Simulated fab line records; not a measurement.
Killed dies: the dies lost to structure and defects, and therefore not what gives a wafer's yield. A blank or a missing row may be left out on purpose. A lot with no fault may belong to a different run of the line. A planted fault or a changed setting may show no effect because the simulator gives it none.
fab line records	flow sky130
record: lots: 10	wafers: 30	lastDay: 50
route steps=708 shown VIA3@596 CAP2M@617 METAL4@632 VIA4@641 PAD_OPEN@708
lots that met no fault: from a run of the same line without faults
startH: hours from the record's first day to the start of the lot's first wafer shown	waitH: time in hours since the lot's previous step	" as in the row above	L1.1+2: a single row standing in for several wafers	- either no value or no given start	* or withheld: withheld	< > ~ a bound
route shown NAME@n: NAME is a module with steps in the file, n the number in the route of the first one	usual: mean/standard deviation of fault-free wafers	same: alike in all rows	chamber/n: place in a boat	sites: the reading at each site	_std_site: their standard deviation	_edge_site: the outer-site mean with the inner-site mean subtracted	radiusMm: for every site, how far away it sits from the centre of the wafer	mask NAME#n: copy n	behind: tool/chamber where the wafer was last shaped	hold: why the lot went on hold/how many hours it stayed there/how the hold came to an end	device: transistor that didn't switch, given as n, p or np	end of line: the tests these same wafers got at the end of their route	where a step has no rows: the recipe by itself	killed: not the wafer's yield, but the dies lost to structure and defects at the first sort	map: the dies of a wafer, with x for killed, . for not killed, _ for no die there
set.NAME: setting as actually run; set.NAME@STEP: the setting as run at that earlier step	model.NAME: the simulator's own value behind a step, which no gauge read
one table for each step of the route and one row for each wafer, over a sample of lots
services: the hour from which a tool's chamber was out of use, counted from the record's first day as startH (under 0 if before that day), plus the number of hours and why
== steps ==
step: SKY_VIA3_THK_MEAS_23
recipe: thkMeasGauge: xrf	reads: W_of_VIA3_CVD_21
usual: VIA3_W_THK: 379/7.1
lot.wafer	tool	chamber	startH	waitH	VIA3_W_THK[nm]
L822.3	filmMetro-03	-	971.22	0.1	380
L822.5	"	-	"	"	368
L822.6	"	-	"	"	380
L826.1	filmMetro-02	-	992.26	0.1	386
L826.4	"	-	"	"	385
L826.5	"	-	"	"	389
L827.2	filmMetro-01	-	1001.38	0.1	375
L827.4	"	-	"	"	377
L827.5	"	-	"	"	373
L828.3	filmMetro-02	-	1003.39	0.1	388
L828.4	"	-	"	"	388
L828.5	"	-	"	"	387
L829.1	filmMetro-02	-	1014.75	0.1	389
L829.2	"	-	"	"	388
L829.4	"	-	"	"	388
L834.1	filmMetro-01	-	1039.38	0.1	377
L834.3	"	-	"	"	374
L834.5	"	-	"	"	380
L835.2	filmMetro-02	-	1050.70	0.1	390
L835.3	"	-	"	"	387
L835.4	"	-	"	"	385
L836.1	filmMetro-02	-	1070.21	0.1	378
L836.4	"	-	"	"	375
L836.5	"	-	"	"	382
L839.1	filmMetro-03	-	1076.21	0.1	369
L839.3	"	-	"	"	374
L839.5	"	-	"	"	371
L840.2	filmMetro-02	-	1081.97	0.1	377
L840.3	"	-	"	"	380
L840.5	"	-	"	"	381
step: SKY_CAP2M_STRIP_14
recipe: chemistry: O2/N2	powerW: 1400	pressureMtorr: 1500	platenTempC: withheld	o2FlowSccm: 3000	n2FlowSccm: 300	overashFraction: 0.5
usual: drypumpMotorCurrentA: 5.6/0.37	oesProductAu: 0.710/0.0047	stripTimeToEndpointS: 12.67/0.053
lot.wafer	tool	chamber	startH	waitH	drypumpMotorCurrentA	oesProductAu	rfHoursCounterH	stripTimeToEndpointS
L822.3	plasmaAsher-01	0	995.35	0.1	5.7	0.716	-	12.68
L822.5	"	0	"	"	5.6	0.712	-	12.73
L822.6	"	1	"	"	4.9	0.708	-	12.68
L826.1	plasmaAsher-02	0	1015.97	0.1	5.7	0.706	29	12.64
L826.4	"	1	"	"	5.8	0.714	-	12.59
L826.5	"	0	"	"	5.7	0.706	-	12.63
L827.2	plasmaAsher-03	1	1024.76	0.1	5.1	0.716	85	12.56
L827.4	"	0	"	"	6.1	0.711	-	12.56
L827.5	"	0	"	"	6.1	0.704	-	12.59
L828.3	plasmaAsher-03	1	1026.82	0.1	5.1	0.713	-	12.67
L828.4	"	0	"	"	6.1	0.705	-	12.71
L828.5	"	0	"	"	6.0	0.710	-	12.64
L829.1	plasmaAsher-03	0	1038.00	0.1	6.1	0.705	86	12.78
L829.2	"	1	"	"	5.1	0.703	86	12.71
L829.4	"	0	"	"	6.1	0.709	-	12.70
L834.1	plasmaAsher-02	1	1061.48	0.1	5.8	0.707	33	12.69
L834.3	"	0	"	"	5.7	0.707	-	12.66
L834.5	"	0	"	"	5.7	0.706	-	12.66
L835.2	plasmaAsher-01	0	1072.57	0.1	5.7	0.707	64	12.66
L835.3	"	0	"	"	5.7	0.707	-	12.76
L835.4	"	1	"	"	4.9	0.712	-	12.71
L836.1	plasmaAsher-01	1	1091.22	0.1	4.9	0.711	66	12.62
L836.4	"	1	"	"	4.9	0.707	-	12.62
L836.5	"	0	"	"	5.7	0.713	-	12.67
L839.1	plasmaAsher-03	1	1097.33	0.1	5.1	0.718	92	12.62
L839.3	"	0	"	"	6.1	0.703	-	12.60
L839.5	"	1	"	"	5.1	0.701	-	12.65
L840.2	plasmaAsher-03	0	1102.94	0.1	6.1	0.702	92	12.66
L840.3	"	0	"	"	6.1	0.704	-	12.72
L840.5	"	1	"	"	5.1	0.711	-	12.65
step: SKY_METAL4_ETCH_16
recipe: chemistry: N2/H2	target: BARC	ionEnergyEv: 200	biasW: 100	pressureMtorr: 30	n2FlowSccm: 100	h2FlowSccm: 200	icpW: 500	stopOn: SiO2	timeS: 88.2	targetDepthA: 600
usual: biasW: 100.00/0.29	chamberPressureMTorr: 29.998/0.027	drypumpMotorCurrentA: 5.75/0.24	heBacksideLeakSccm: 3.5/0.36	oesProductAu: 0.626/0.004	throttleValvePct: 13.204/0.01
lot.wafer	tool	chamber	startH	waitH	biasW	chamberPressureMTorr	drypumpMotorCurrentA	heBacksideLeakSccm	oesProductAu	rfHoursCounterH	throttleValvePct
L822.3	rieMetal-04	1	1018.99	0.0	100.03	29.984	5.55	3.6	0.621	-	13.205
L822.5	"	1	"	"	99.93	29.970	5.56	3.6	0.622	-	13.197
L822.6	"	0	"	"	100.03	30.043	6.14	3.7	0.620	-	13.202
L826.1	rieMetal-04	1	1039.45	0.0	100.04	29.932	5.55	3.5	0.629	16	13.209
L826.4	"	1	"	"	99.75	29.978	5.56	3.5	0.626	-	13.219
L826.5	"	0	"	"	99.48	30.049	6.17	3.7	0.624	-	13.207
L827.2	rieMetal-03	0	1047.76	0.0	100.47	29.958	5.42	3.2	0.635	2	13.201
L827.4	"	1	"	"	100.59	29.940	5.76	3.5	0.630	-	13.191
L827.5	"	0	"	"	99.71	30.017	5.42	3.3	0.629	-	13.209
L828.3	rieMetal-01	1	1050.71	0.0	100.14	29.939	5.78	3.8	0.624	-	13.197
L828.4	"	0	"	"	100.03	29.963	5.70	3.2	0.623	-	13.215
L828.5	"	1	"	"	99.98	30.001	5.76	3.7	0.626	-	13.185
L829.1	rieMetal-03	0	1060.83	0.1	99.64	29.987	5.42	3.3	0.626	3	13.181
L829.2	"	0	"	"	99.75	29.989	5.42	3.6	0.619	-	13.219
L829.4	"	0	"	"	100.10	30.010	5.42	3.5	0.627	-	13.189
L834.1	rieMetal-01	0	1083.95	0.0	-	-	-	-	-	-	-
L834.3	"	0	"	"	-	-	-	-	-	-	-
L834.5	"	0	"	"	-	-	-	-	-	-	-
L835.2	rieMetal-03	0	1094.90	0.0	-	-	-	-	-	-	-
L835.3	"	1	"	"	-	-	-	-	-	-	-
L835.4	"	0	"	"	-	-	-	-	-	-	-
L836.1	rieMetal-04	0	1111.74	0.1	-	-	-	-	-	-	-
L836.4	"	0	"	"	-	-	-	-	-	-	-
L836.5	"	0	"	"	-	-	-	-	-	-	-
L839.1	rieMetal-01	0	1118.10	0.0	100.77	30.026	5.70	3.4	0.621	20	13.188
L839.3	"	0	"	"	100.57	30.015	5.73	3.0	0.630	-	13.208
L839.5	"	0	"	"	100.45	29.971	5.68	3.3	0.625	-	13.208
L840.2	rieMetal-04	1	1122.96	0.0	100.01	29.992	5.53	3.9	0.628	21	13.210
L840.3	"	1	"	"	99.95	30.045	5.54	3.8	0.627	-	13.220
L840.5	"	0	"	"	99.88	30.004	6.19	3.7	0.628	-	13.208
step: SKY_METAL4_ETCH_17
recipe: target: SiO2	stopOn: TiN	chemistry: C4F8/O2/Ar	sourceW: 1500	biasW: 1200	pressureMtorr: 40	c4f8FlowSccm: withheld	O2_flow_sccm: 6	Ar_flow_sccm: 300	timeS: 3.9	targetDepthA: 150
usual: biasW: 1199/3.2	chamberPressureMTorr: 40.00/0.036	oesProductAu: 0.755/0.0082
lot.wafer	tool	chamber	startH	waitH	biasW	chamberPressureMTorr	oesProductAu	rfHoursCounterH
L822.3	rieDiel-04	3	1019.06	0.0	1197	40.02	0.746	21
L822.5	"	3	"	"	1197	39.98	0.753	-
L822.6	"	2	"	"	1202	39.96	0.754	-
L826.1	rieDiel-02	1	1039.55	0.1	1199	40.03	0.762	10
L826.4	"	2	"	"	1200	40.00	0.756	13
L826.5	"	2	"	"	1197	40.05	0.749	-
L827.2	rieDiel-03	3	1047.86	0.1	1206	39.99	0.754	22
L827.4	"	2	"	"	1194	39.99	0.753	14
L827.5	"	3	"	"	1199	40.01	0.761	-
L828.3	rieDiel-04	1	1050.77	0.0	1199	39.99	0.758	13
L828.4	"	0	"	"	1201	40.01	0.740	-
L828.5	"	2	"	"	1198	39.94	0.755	-
L829.1	rieDiel-04	1	1061.03	0.2	1200	39.95	0.746	14
L829.2	"	3	"	"	1204	39.94	0.741	22
L829.4	"	2	"	"	1196	40.02	0.750	12
L834.1	rieDiel-02	0	1084.05	0.1	1194	39.97	0.380	13
L834.3	"	3	"	"	1204	39.97	0.378	18
L834.5	"	3	"	"	1209	40.05	0.376	-
L835.2	rieDiel-02	3	1095.00	0.1	1194	40.05	0.377	19
L835.3	"	2	"	"	1200	40.05	0.370	14
L835.4	"	1	"	"	1203	39.95	0.378	12
L836.1	rieDiel-02	2	1111.94	0.2	1199	40.01	0.377	15
L836.4	"	1	"	"	1197	40.02	0.373	12
L836.5	"	1	"	"	1197	39.99	0.376	-
L839.1	rieDiel-03	0	1118.20	0.1	1201	40.06	0.752	1
L839.3	"	3	"	"	1204	40.04	0.753	24
L839.5	"	0	"	"	1199	40.03	0.755	-
L840.2	rieDiel-02	3	1123.06	0.1	1199	40.03	0.748	20
L840.3	"	2	"	"	1195	40.01	0.761	16
L840.5	"	2	"	"	1196	39.99	0.770	-
step: SKY_METAL4_STRIP_19
recipe: chemistry: O2/N2	powerW: 1400	pressureMtorr: 1500	platenTempC: withheld	o2FlowSccm: 3000	n2FlowSccm: 300	overashFraction: 0.5
usual: drypumpMotorCurrentA: 5.7/0.44	oesProductAu: 0.506/0.0067	stripTimeToEndpointS: 6.63/0.1
lot.wafer	tool	chamber	startH	waitH	drypumpMotorCurrentA	oesProductAu	rfHoursCounterH	stripTimeToEndpointS
L822.3	plasmaAsher-04	1	1019.29	0.1	5.4	0.509	-	6.73
L822.5	"	0	"	"	6.6	0.501	-	6.68
L822.6	"	1	"	"	5.4	0.503	-	6.78
L826.1	plasmaAsher-02	1	1039.81	0.2	5.8	0.506	31	6.68
L826.4	"	1	"	"	5.8	0.512	-	6.71
L826.5	"	0	"	"	5.7	0.516	-	6.81
L827.2	plasmaAsher-02	1	1048.05	0.1	5.8	0.508	32	6.60
L827.4	"	1	"	"	5.8	0.513	-	6.55
L827.5	"	1	"	"	5.8	0.500	-	6.65
L828.3	plasmaAsher-02	0	1051.00	0.1	5.7	0.501	-	6.64
L828.4	"	1	"	"	5.8	0.517	-	6.70
L828.5	"	1	"	"	5.8	0.508	-	6.65
L829.1	plasmaAsher-02	0	1061.23	0.1	5.7	0.500	33	6.44
L829.2	"	1	"	"	5.8	0.492	33	6.40
L829.4	"	1	"	"	5.8	0.495	-	6.40
L834.1	plasmaAsher-02	1	1084.25	0.1	5.8	0.535	36	7.23
L834.3	"	1	"	"	5.8	0.531	-	7.06
L834.5	"	1	"	"	5.8	0.529	-	7.23
L835.2	plasmaAsher-02	1	1095.20	0.1	5.8	0.525	37	7.04
L835.3	"	0	"	"	5.7	0.519	-	6.98
L835.4	"	1	"	"	5.8	0.525	-	7.09
L836.1	plasmaAsher-02	0	1112.13	0.1	5.7	0.539	38	7.28
L836.4	"	1	"	"	5.8	0.523	-	7.23
L836.5	"	0	"	"	5.7	0.529	-	7.26
L839.1	plasmaAsher-02	1	1118.40	0.1	5.7	0.508	39	6.73
L839.3	"	0	"	"	5.7	0.502	-	6.63
L839.5	"	1	"	"	5.8	0.513	-	6.65
L840.2	plasmaAsher-02	1	1123.26	0.1	5.8	0.519	39	6.70
L840.3	"	1	"	"	5.8	0.516	-	6.68
L840.5	"	0	"	"	5.7	0.508	-	6.70
step: SKY_VIA4_CMP_02
recipe: material: SiO2	downForcePsi: 4	platenRpm: 60	padVelocityMS: 0.94248
usual: edgeZonePressureFrac: 1.000/0.0051	motorCurrentA: 12.2/1.9	retainingRingPressureFrac: 1.000/0.0047
lot.wafer	tool	chamber	startH	waitH	edgeZonePressureFrac	motorCurrentA	retainingRingPressureFrac
L822.3	cmp-02	1	1020.08	0.0	0.994	9.7	0.999
L822.6	"	1	"	"	1.006	9.6	0.996
L822.5	"	2	"	"	0.992	12.8	1.005
L826.1	cmp-02	0	1040.70	0.1	1.000	9.8	1.000
L826.4	"	1	"	"	1.002	9.2	0.994
L826.5	"	0	"	"	1.002	10.4	0.997
L827.2	cmp-02	2	1048.98	0.1	1.000	12.7	1.001
L827.4	"	3	"	"	1.004	15.0	1.014
L827.5	"	0	"	"	0.995	10.1	0.995
L828.4	cmp-01	1	1051.94	0.1	1.002	12.1	1.001
L828.3	"	2	"	"	1.001	11.4	0.999
L828.5	"	1	"	"	1.009	11.9	0.995
L829.1	cmp-02	0	1062.10	0.1	1.005	10.6	1.003
L829.4	"	2	"	"	1.005	12.3	1.005
L829.2	"	3	"	"	1.001	15.5	1.006
L839.3	cmp-02	1	1119.28	0.0	1.003	9.3	0.999
L839.1	"	0	"	"	1.006	10.6	1.009
L839.5	"	1	"	"	0.997	9.8	1.000
L840.3	cmp-02	3	1124.79	0.7	1.005	16.5	1.008
L840.2	"	0	"	"	0.998	10.0	1.003
L840.5	"	2	"	"	0.992	13.1	1.004
step: SKY_PAD_OPEN_PROBE_99
usual: defectLimitedYield: 82.5/1.9	killed_at_M0_to_M3: 43/6.6	killed_at_M4_up: 3.0/1.8	killedAtContacts: 24/5.1	killedAtFrontEnd: 16/4.5	killedAtOther: 0.3/0.67	killedDies: 86/9.3	killedOnRim: 17/3.8	killedOpen: 47/6.9	killedShort: 39/6.6	sort_bin_3_pad_short: 0.9/0.41	sort_bin_5_function: 10.4/1.4	sort_bin_6_memory: 6.2/1.1	sortNPass: 406/9.3	sortYieldPct: 82.5/1.9
same: grossDies: 492	killedAtBackSide: 0	sort_bin_4_leakage[%]: 0	sort_bin_8_speed[%]: 0
lot.wafer	tool	chamber	startH	waitH	defectLimitedYield[%]	killed_at_M0_to_M3	killed_at_M4_up	killedAtContacts	killedAtFrontEnd	killedAtOther	killedDies	killedOnRim	killedOpen	killedShort	sort_bin_3_pad_short[%]	sort_bin_5_function[%]	sort_bin_6_memory[%]	sortNPass	sortYieldPct[%]
L822.3	prober-02	-	1110.68	0.2	82.9	54	2	16	11	1	84	18	35	49	0.8	11.0	5.3	408	82.9
L822.5	prober-02	-	1110.78	0.2	81.3	53	1	23	15	0	92	18	51	41	1.4	10.4	6.9	400	81.3
L822.6	prober-02	-	1110.83	0.2	83.5	49	4	17	11	0	81	12	40	40	1.0	8.5	6.9	411	83.5
L826.1	prober-01	-	1126.96	0.1	83.1	37	2	35	9	0	83	15	49	33	0.4	10.2	6.3	409	83.1
L826.4	prober-01	-	1127.11	0.2	82.9	38	3	25	17	1	84	20	42	42	0.8	8.7	7.5	408	82.9
L826.5	prober-01	-	1127.16	0.2	82.3	45	1	26	15	0	87	18	46	41	0.6	10.4	6.7	405	82.3
L827.2	prober-02	-	1134.74	0.1	84.3	38	1	20	18	0	77	11	36	40	1.6	8.5	5.5	415	84.3
L827.4	prober-02	-	1134.84	0.2	85.8	26	7	23	14	0	70	10	39	31	0	8.9	5.3	422	85.8
L827.5	prober-02	-	1134.89	0.2	80.3	52	3	25	17	0	97	20	57	39	1.0	13.0	5.7	395	80.3
L828.3	prober-01	-	1137.45	0.2	81.9	54	2	20	13	0	89	17	49	40	1.6	9.3	7.1	403	81.9
L828.4	prober-01	-	1137.50	0.2	83.7	44	2	23	11	0	80	13	48	31	0.4	9.1	6.7	412	83.7
L829.1	prober-02	-	1147.89	0.1	82.3	51	3	19	14	0	87	18	38	49	0.4	9.8	7.5	405	82.3
L829.2	prober-02	-	1147.94	0.1	84.1	43	5	22	8	0	78	18	45	33	1.2	8.9	5.7	414	84.1
L829.4	prober-02	-	1148.04	0.2	83.7	44	2	23	11	0	80	22	51	28	1.0	9.6	5.7	412	83.7
L834.1	prober-01	-	1167.04	0.1	0	32	416	23	21	0	492	96	43	37	1.6	93.5	4.9	0	0
L834.3	prober-01	-	1167.14	0.2	0	40	408	26	17	1	492	96	58	29	0.8	92.3	6.9	0	0
L834.5	prober-01	-	1167.24	0.2	0	39	398	39	15	1	492	96	59	37	0.4	91.7	7.9	0	0
L835.2	prober-02	-	1175.03	0.1	0	57	394	26	15	0	492	96	53	49	0.6	92.9	6.5	0	0
L835.3	prober-02	-	1175.08	0.2	0	31	414	25	22	0	492	96	38	45	0.2	93.9	5.9	0	0
L835.4	prober-02	-	1175.13	0.2	0	34	428	23	7	0	492	96	34	33	1.4	95.3	3.3	0	0
L836.1	prober-01	-	1188.73	0.1	0	39	410	22	21	0	492	96	47	35	0.4	93.5	6.1	0	0
L836.4	prober-01	-	1188.88	0.2	0	40	413	21	17	1	492	96	49	35	0.2	95.1	4.7	0	0
L836.5	prober-01	-	1188.93	0.2	0	41	408	21	21	1	492	96	57	33	1.0	93.5	5.5	0	0
L839.1	prober-01	-	1193.39	0.1	82.7	48	2	23	12	0	85	15	51	34	0.6	10.8	5.9	407	82.7
L839.3	prober-01	-	1193.49	0.2	80.3	49	4	23	21	0	97	24	41	53	1.0	11.6	7.1	395	80.3
L839.5	prober-01	-	1193.59	0.2	79.7	54	1	16	27	2	100	24	58	42	1.0	12.6	6.7	392	79.7
L840.5	prober-02	-	1198.10	0.2	82.1	40	2	33	13	0	88	15	45	43	0.6	10.6	6.7	404	82.1
killed by level:class
L822.3 VIA1:geometricParticle:open=9 VIA3:geometricParticle:open=9 METAL2:geometricParticle:short=9 METAL1:geometricParticle:short=8 VIA1:geometricParticle:short=8 LOCAL_INTERCONNECT:geometricParticle:short=7 FIELD_ISO:geometricParticle:short=5 LI_CONTACT:geometricParticle:open=4
L822.5 VIA1:geometricParticle:open=12 LOCAL_INTERCONNECT:geometricParticle:short=9 VIA3:geometricParticle:open=9 CONTACT:geometricParticle:open=8 METAL1:geometricParticle:short=8 VIA1:geometricParticle:short=5 VIA2:geometricParticle:open=5 FIELD_ISO:geometricParticle:open=4
L822.6 VIA1:geometricParticle:open=13 VIA3:geometricParticle:open=6 VIA1:geometricParticle:short=6 METAL2:geometricParticle:short=5 VIA3:geometricParticle:short=5 LI_CONTACT:geometricParticle:open=4 LOCAL_INTERCONNECT:geometricParticle:short=4 METAL4:geometricParticle:short=4
L826.1 LI_CONTACT:geometricParticle:open=12 CONTACT:geometricParticle:open=9 METAL1:geometricParticle:short=8 VIA1:geometricParticle:open=8 VIA2:geometricParticle:open=6 CONTACT:geometricParticle:short=5 FIELD_ISO:geometricParticle:open=4 LOCAL_INTERCONNECT:geometricParticle:short=4
L826.4 VIA1:geometricParticle:open=9 FIELD_ISO:geometricParticle:short=8 CONTACT:geometricParticle:open=6 LI_CONTACT:geometricParticle:short=5 LOCAL_INTERCONNECT:geometricParticle:short=5 VIA1:geometricParticle:short=5 METAL2:geometricParticle:short=5 VIA2:geometricParticle:open=5
L826.5 VIA1:geometricParticle:open=11 LI_CONTACT:geometricParticle:open=8 CONTACT:geometricParticle:open=8 FIELD_ISO:geometricParticle:short=5 METAL2:geometricParticle:open=5 CONTACT:geometricParticle:short=5 METAL2:geometricParticle:short=5 POLY_GATE:geometricParticle:short=4
L827.2 CONTACT:geometricParticle:open=8 VIA1:geometricParticle:open=7 POLY_GATE:geometricParticle:short=6 LI_CONTACT:geometricParticle:open=5 METAL1:geometricParticle:short=5 VIA3:geometricParticle:open=5 FIELD_ISO:geometricParticle:short=4 METAL2:geometricParticle:short=4
L827.4 VIA1:geometricParticle:open=10 CONTACT:geometricParticle:open=9 FIELD_ISO:geometricParticle:open=6 LI_CONTACT:geometricParticle:open=6 METAL2:geometricParticle:short=5 CONTACT:geometricParticle:short=4 METAL1:geometricParticle:short=4 POLY_GATE:geometricParticle:short=3
L827.5 VIA1:geometricParticle:open=17 CONTACT:geometricParticle:open=8 VIA2:geometricParticle:open=8 VIA3:geometricParticle:open=7 LI_CONTACT:geometricParticle:open=5 CONTACT:geometricParticle:short=5 VIA1:geometricParticle:short=5 METAL1:geometricParticle:short=4
L828.3 CONTACT:geometricParticle:open=12 VIA1:geometricParticle:open=11 VIA2:geometricParticle:open=11 METAL2:geometricParticle:short=8 VIA1:geometricParticle:short=7 VIA3:geometricParticle:open=6 FIELD_ISO:geometricParticle:short=4 LI_CONTACT:geometricParticle:short=3
L828.4 CONTACT:geometricParticle:open=11 VIA1:geometricParticle:open=10 METAL2:geometricParticle:short=9 VIA2:geometricParticle:open=9 LI_CONTACT:geometricParticle:open=7 FIELD_ISO:geometricParticle:open=3 LI_CONTACT:geometricParticle:short=3 VIA2:geometricParticle:short=3
L829.1 VIA1:geometricParticle:open=14 CONTACT:geometricParticle:open=9 METAL2:geometricParticle:short=8 VIA1:geometricParticle:short=7 POLY_GATE:geometricParticle:short=6 METAL1:geometricParticle:short=6 VIA3:geometricParticle:open=5 CONTACT:geometricParticle:short=5
L829.2 VIA1:geometricParticle:open=13 METAL2:geometricParticle:short=9 LI_CONTACT:geometricParticle:open=8 CONTACT:geometricParticle:open=8 VIA3:geometricParticle:open=5 METAL4:geometricParticle:short=4 FIELD_ISO:geometricParticle:short=3 POLY_GATE:geometricParticle:short=3
L829.4 VIA1:geometricParticle:open=13 CONTACT:geometricParticle:open=11 LI_CONTACT:geometricParticle:open=8 METAL1:geometricParticle:short=7 VIA3:geometricParticle:open=7 METAL2:geometricParticle:short=5 VIA2:geometricParticle:open=3 VIA1:geometricParticle:short=3
L834.1 METAL4:areaEtch=410 POLY_GATE:geometricParticle:short=8 LI_CONTACT:geometricParticle:open=8 CONTACT:geometricParticle:open=7 METAL1:geometricParticle:short=7 POLY_GATE:geometricParticle:open=6 VIA1:geometricParticle:open=6 VIA2:geometricParticle:open=6
L834.3 METAL4:areaEtch=403 VIA1:geometricParticle:open=13 CONTACT:geometricParticle:open=11 FIELD_ISO:geometricParticle:open=8 LI_CONTACT:geometricParticle:open=7 VIA2:geometricParticle:open=7 VIA3:geometricParticle:open=5 FIELD_ISO:geometricParticle:short=4
L834.5 METAL4:areaEtch=394 LI_CONTACT:geometricParticle:open=15 CONTACT:geometricParticle:open=12 VIA1:geometricParticle:open=9 LOCAL_INTERCONNECT:geometricParticle:short=6 METAL2:geometricParticle:short=6 FIELD_ISO:geometricParticle:open=5 VIA1:geometricParticle:short=5
L835.2 METAL4:areaEtch=390 VIA1:geometricParticle:open=16 CONTACT:geometricParticle:open=9 VIA3:geometricParticle:open=8 METAL1:geometricParticle:short=7 METAL2:geometricParticle:short=6 LI_CONTACT:geometricParticle:open=5 CONTACT:geometricParticle:short=5
L835.3 METAL4:areaEtch=409 POLY_GATE:geometricParticle:short=8 VIA1:geometricParticle:open=8 LI_CONTACT:geometricParticle:open=7 CONTACT:geometricParticle:short=5 CONTACT:geometricParticle:open=5 METAL1:geometricParticle:short=5 FIELD_ISO:geometricParticle:short=4
L835.4 METAL4:areaEtch=425 LI_CONTACT:geometricParticle:open=7 CONTACT:geometricParticle:short=6 VIA2:geometricParticle:open=6 LOCAL_INTERCONNECT:geometricParticle:short=5 VIA3:geometricParticle:open=5 METAL1:geometricParticle:short=5 VIA1:geometricParticle:open=5
L836.1 METAL4:areaEtch=410 LI_CONTACT:geometricParticle:open=8 VIA1:geometricParticle:open=8 CONTACT:geometricParticle:open=7 VIA1:geometricParticle:short=6 FIELD_ISO:geometricParticle:open=5 POLY_GATE:geometricParticle:short=5 POLY_GATE:geometricParticle:open=5
L836.4 METAL4:areaEtch=408 VIA1:geometricParticle:open=11 CONTACT:geometricParticle:open=8 VIA2:geometricParticle:open=7 VIA3:geometricParticle:open=6 FIELD_ISO:geometricParticle:short=5 METAL2:geometricParticle:short=5 LOCAL_INTERCONNECT:geometricParticle:short=5
L836.5 METAL4:areaEtch=402 VIA1:geometricParticle:open=14 VIA2:geometricParticle:open=10 POLY_GATE:geometricParticle:open=7 LOCAL_INTERCONNECT:geometricParticle:short=6 CONTACT:geometricParticle:open=6 CONTACT:geometricParticle:short=5 VIA2:geometricParticle:short=5
L839.1 VIA1:geometricParticle:open=13 CONTACT:geometricParticle:open=12 METAL2:geometricParticle:short=6 LI_CONTACT:geometricParticle:open=6 VIA3:geometricParticle:open=5 VIA1:geometricParticle:short=5 METAL3:geometricParticle:short=5 FIELD_ISO:geometricParticle:open=4
L839.3 METAL2:geometricParticle:short=10 VIA1:geometricParticle:open=8 CONTACT:geometricParticle:open=6 VIA3:geometricParticle:open=6 VIA2:geometricParticle:open=6 POLY_GATE:geometricParticle:open=5 VIA2:geometricParticle:short=5 LI_CONTACT:geometricParticle:short=5
L839.5 VIA3:geometricParticle:open=11 VIA2:geometricParticle:open=10 VIA1:geometricParticle:open=10 VIA3:geometricParticle:short=8 FIELD_ISO:geometricParticle:open=6 POLY_GATE:geometricParticle:short=6 POLY_GATE:geometricParticle:open=5 LI_CONTACT:geometricParticle:open=5
L840.5 CONTACT:geometricParticle:open=11 CONTACT:geometricParticle:short=8 VIA1:geometricParticle:open=6 LI_CONTACT:geometricParticle:open=6 LOCAL_INTERCONNECT:geometricParticle:short=5 METAL1:geometricParticle:open=5 VIA1:geometricParticle:short=5 VIA2:geometricParticle:short=5
== services ==
tool	chamber	startH	hours	kind
rieDiel-03	3	971.64	1.4	repair
rieMetal-04	-	981.72	2.8	pm
plasmaAsher-04	-	983.88	2.8	pm
rieMetal-03	0	986.94	14.2	repair
rieMetal-04	0	990.01	12.4	repair
cmp-02	-	1005.00	1.9	repair
rieDiel-04	1	1008.44	6.8	repair
cmp-01	-	1017.02	1.7	repair
cmp-01	-	1022.14	8.7	pm
rieDiel-03	0	1027.18	2.5	repair
rieDiel-04	3	1050.41	6.7	repair
rieMetal-03	1	1052.25	16.6	repair
rieMetal-04	-	1057.63	4.3	pm
rieMetal-04	-	1071.27	1.4	pm
rieDiel-02	2	1078.31	14.8	repair
rieMetal-04	-	1083.45	1.4	repair
rieDiel-03	3	1084.54	16.0	repair
plasmaAsher-03	-	1091.26	2.8	pm
rieDiel-04	1	1093.69	4.2	repair
plasmaAsher-01	-	1099.29	0.6	repair
rieMetal-04	1	1103.77	18.3	repair
cmp-02	-	1104.33	0.6	repair
cmp-02	-	1112.76	1.6	repair
rieDiel-04	-	1122.54	1.3	repair
== key ==
firstSign: step: SKY_METAL4_ETCH_16	reading: toolRecord	direction: missing
effect: step: SKY_METAL4_ETCH_17	reading: oesProductAu	direction: down	sigmas: 47	usual: 0.755	struck: 0.376
effect: step: SKY_METAL4_STRIP_19	reading: stripTimeToEndpointS	direction: up	sigmas: 5.1	usual: *	struck: *
effect: step: SKY_PAD_OPEN_PROBE_99	reading: killed_at_M4_up	direction: up	sigmas: 99+	usual: 3.0	struck: 409.9
moreKillsBornAt: SKY_METAL4_ETCH_16@rieMetal-03: 1221	SKY_METAL4_ETCH_16@rieMetal-04: 1219	SKY_METAL4_ETCH_16@rieMetal-01: 1207
metAt SKY_METAL4_ETCH_16
struckLots L834,L835,L836
laterRowsLeftOut L834.1,L834.3,L834.5,L835.2,L835.3,L835.4,L836.1,L836.4,L836.5
notActingAt SKY_VIA3_THK_MEAS_23,SKY_CAP2M_STRIP_14,SKY_VIA4_CMP_02
onsetBetween 1060.83 1083.95
fault: kind: skippedStepWhole	tool: rieMetal-01,rieMetal-03,rieMetal-04	chamber: -	onsetH: 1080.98	steps: SKY_METAL4_ETCH_16	scope: struckLotsOnly
laterRowsLeftOut: the simulator's readings of these wafers behind a module that went badly wrong aren't trusted and aren't shown, but for the sort
